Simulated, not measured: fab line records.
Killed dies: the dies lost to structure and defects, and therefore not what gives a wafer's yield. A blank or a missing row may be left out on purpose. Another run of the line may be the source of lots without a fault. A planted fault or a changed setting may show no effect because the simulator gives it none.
Which tool is to blame? | flow sky130 | Sampling: 24 lots, 72 wafers, 3 of 708 route steps

== WHAT THE GAUGES SHOWED, per wafer ==
SKY_METAL3_OVL_MEAS_14. Usual: for METAL3_OVL the level is 2 nm and the standard deviation is 5.
lot  | measured     | on         | METAL3_OVL (nm) | flag
L074 | day 39 13:14 | overlay-01 | 2 1 1           |
L076 | day 39 23:10 | overlay-01 | 4 7 14          |
L075 | day 39 23:49 | overlay-01 | -6 -2 1         |
L077 | day 40 13:04 | overlay-01 | -2 4 3          |
L078 | day 40 19:44 | overlay-02 | 2 3 10          |
L079 | day 40 22:56 | overlay-02 | -2 6 -2         |
L080 | day 41 03:05 | overlay-02 | 4 5 0           |
L081 | day 41 17:56 | overlay-01 | 1 0 -5          |
L082 | day 41 22:58 | overlay-01 | -1 2 8          |
L083 | day 42 05:23 | overlay-01 | 11 -1 3         |
L084 | day 42 13:02 | overlay-01 | 5 -5 4          |
L085 | day 42 19:56 | overlay-01 | -3 2 -1         |
L086 | day 42 20:38 | overlay-02 | 6 9 7           |
L087 | day 43 05:43 | overlay-02 | -3 -10 -4       |
L088 | day 43 16:23 | overlay-02 | -3 6 4          |
L089 | day 43 21:38 | overlay-01 | 9 10 8          |
L090 | day 44 08:43 | overlay-01 | 7 -1 -2         |
L091 | day 44 14:13 | overlay-01 | -3 -3 -4        |
L092 | day 44 14:48 | overlay-02 | -2 6 1          |
L093 | day 44 19:07 | overlay-01 | 7 4 -1          |
L094 | day 45 02:17 | overlay-02 | 1 -4 -1         |
L095 | day 45 10:55 | overlay-02 | 7 2 5           |
L096 | day 45 12:29 | overlay-02 | 4 10 11         |
L097 | day 45 16:29 | overlay-02 | 9 -2 -2         |

SKY_VIA3_RS_MEAS_22: measurement is done with a four-point probe. Usual: for VIA3_W_RS the level is 0.293 ohm/sq and the standard deviation is 0.0038.
lot  | measured     | on            | VIA3_W_RS (ohm/sq) | flag
L074 | day 40 16:47 | film-metro-04 | 0.294 0.286 0.290  |
L076 | day 41 02:42 | film-metro-01 | 0.293 0.299 0.293  |
L075 | day 41 03:24 | film-metro-03 | 0.292 0.290 0.295  |
L077 | day 41 16:54 | film-metro-03 | 0.292 0.298 0.294  |
L078 | day 41 23:18 | film-metro-04 | 0.296 0.286 0.289  |
L079 | day 42 01:53 | film-metro-04 | 0.294 0.290 0.293  |
L080 | day 42 06:09 | film-metro-03 | 0.291 0.293 0.296  |
L081 | day 42 21:27 | film-metro-04 | 0.294 0.295 0.295  |
L082 | day 43 02:04 | film-metro-04 | 0.284 0.290 0.292  |
L083 | day 43 08:25 | film-metro-03 | 0.290 0.293 0.289  |
L084 | day 43 15:39 | film-metro-04 | 0.298 0.298 0.297  |
L085 | day 43 21:56 | film-metro-01 | 0.294 0.295 0.296  |
L086 | day 43 22:17 | film-metro-04 | 0.298 0.298 0.297  |
L087 | day 44 08:38 | film-metro-04 | 0.297 0.299 0.299  |
L088 | day 44 18:02 | film-metro-01 | 0.295 0.297 0.289  |
L089 | day 44 22:58 | film-metro-04 | 0.295 0.292 0.290  |
L090 | day 45 09:43 | film-metro-03 | 0.292 0.295 0.292  |
L091 | day 45 15:40 | film-metro-04 | 0.297 0.292 0.293  |
L092 | day 45 17:00 | film-metro-04 | 0.285 0.292 0.289  |
L093 | day 45 20:05 | film-metro-04 | 0.291 0.300 0.296  |
L094 | day 46 03:03 | film-metro-04 | 0.295 0.290 0.298  |
L095 | day 46 11:51 | film-metro-03 | 0.298 0.293 0.295  |
L096 | day 46 12:26 | film-metro-04 | 0.296 0.291 0.297  |
L097 | day 46 16:37 | film-metro-03 | 0.296 0.298 0.291  |

== WHAT TOOL EACH LOT RAN ON (gives the tool, then ch and the chambers of the sampled wafers, and finally the start) ==
lot  | SKY_METAL3_DESCUM_15
L074 | rie-metal-03 ch 0,1, day 39 13:16
L076 | rie-metal-04 ch 0,1, day 39 23:13
L075 | rie-metal-03 ch 0,1, day 39 23:51
L077 | rie-metal-01 ch 0,1, day 40 13:06
L078 | rie-metal-04 ch 0,1, day 40 19:46
L079 | rie-metal-04 ch 0,1, day 40 22:58
L080 | rie-metal-01 ch 0,1, day 41 03:07
L081 | rie-metal-04 ch 0,1, day 41 17:58
L082 | rie-metal-03 ch 0,1, day 41 23:00
L083 | rie-metal-04 ch 0,1, day 42 05:25
L084 | rie-metal-04 ch 0,1, day 42 13:04
L085 | rie-metal-01 ch 0,1, day 42 19:59
L086 | rie-metal-03 ch 0, day 42 20:40
L087 | rie-metal-04 ch 0,1, day 43 05:46
L088 | rie-metal-03 ch 0,1, day 43 16:25
L089 | rie-metal-01 ch 0,1, day 43 21:40
L090 | rie-metal-04 ch 0,1, day 44 08:45
L091 | rie-metal-01 ch 0,1, day 44 14:15
L092 | rie-metal-03 ch 0,1, day 44 14:50
L093 | rie-metal-03 ch 0,1, day 44 19:10
L094 | rie-metal-04 ch 0,1, day 45 02:19
L095 | rie-metal-04 ch 0,1, day 45 10:58
L096 | rie-metal-03 ch 0,1, day 45 12:31
L097 | rie-metal-03 ch 0,1, day 45 16:31
- SKY_METAL3_DESCUM_15: chemistry O2, time 8 s.

== AS READ BY THE TOOLS THEMSELVES (means over the sampled wafers that have a number; for cases with no such wafer, the mark the record gives instead) ==
SKY_METAL3_DESCUM_15. Usual: drypump-motor-current-A 5.7 A, standard deviation 0.7; oes-product-au 1.003 a.u., standard deviation 0.0089.
lot  | tool         | drypump-motor-current-A (A) | oes-product-au (a.u.) | flag
L074 | rie-metal-03 | 5.1                         | 1.007                 |
L076 | rie-metal-04 | 6.0                         | 0.998                 |
L075 | rie-metal-03 | 5.1                         | 1.009                 |
L077 | rie-metal-01 | 6.3                         | 0.993                 |
L078 | rie-metal-04 | 6.0                         | 1.003                 |
L079 | rie-metal-04 | 6.0                         | 1.005                 |
L080 | rie-metal-01 | 6.3                         | 1.000                 |
L081 | rie-metal-04 | 6.0                         | 0.992                 |
L082 | rie-metal-03 | 5.3                         | 1.014                 |
L083 | rie-metal-04 | 6.0                         | 1.008                 |
L084 | rie-metal-04 | 5.5                         | 0.993                 |
L085 | rie-metal-01 | 6.5                         | 1.007                 |
L086 | rie-metal-03 | 4.8                         | 1.013                 |
L087 | rie-metal-04 | 6.0                         | 1.005                 |
L088 | rie-metal-03 | 5.1                         | 1.005                 |
L089 | rie-metal-01 | 6.3                         | 1.000                 |
L090 | rie-metal-04 | 5.5                         | 1.001                 |
L091 | rie-metal-01 | 6.5                         | 1.007                 |
L092 | rie-metal-03 | 5.1                         | 1.003                 |
L093 | rie-metal-03 | 5.1                         | 1.007                 |
L094 | rie-metal-04 | 5.9                         | 1.008                 |
L095 | rie-metal-04 | 6.0                         | 0.993                 |
L096 | rie-metal-03 | 5.1                         | 1.006                 |
L097 | rie-metal-03 | 5.1                         | 1.001                 |

== THE ANSWER, worked out from the rows above alone ==
Rule: a lot is off if the mean of its wafers that have a number lies more than 3 standard deviations from the usual mean. A lot without any number at a reading at which 4 lots or more have one is off too. The other lots that the step has rows for count as sound. Order of review: gauges by route order, followed by the tools' own readings, for which a lot's mean as printed above is used. The first step at which some lot is off is used, and at that step the reading that is off furthest; a lot without a number counts as furthest.
No lot is off at any reading shown: from this, nothing can be told.

== WHAT THE SIMULATOR HAD PUT IN ==
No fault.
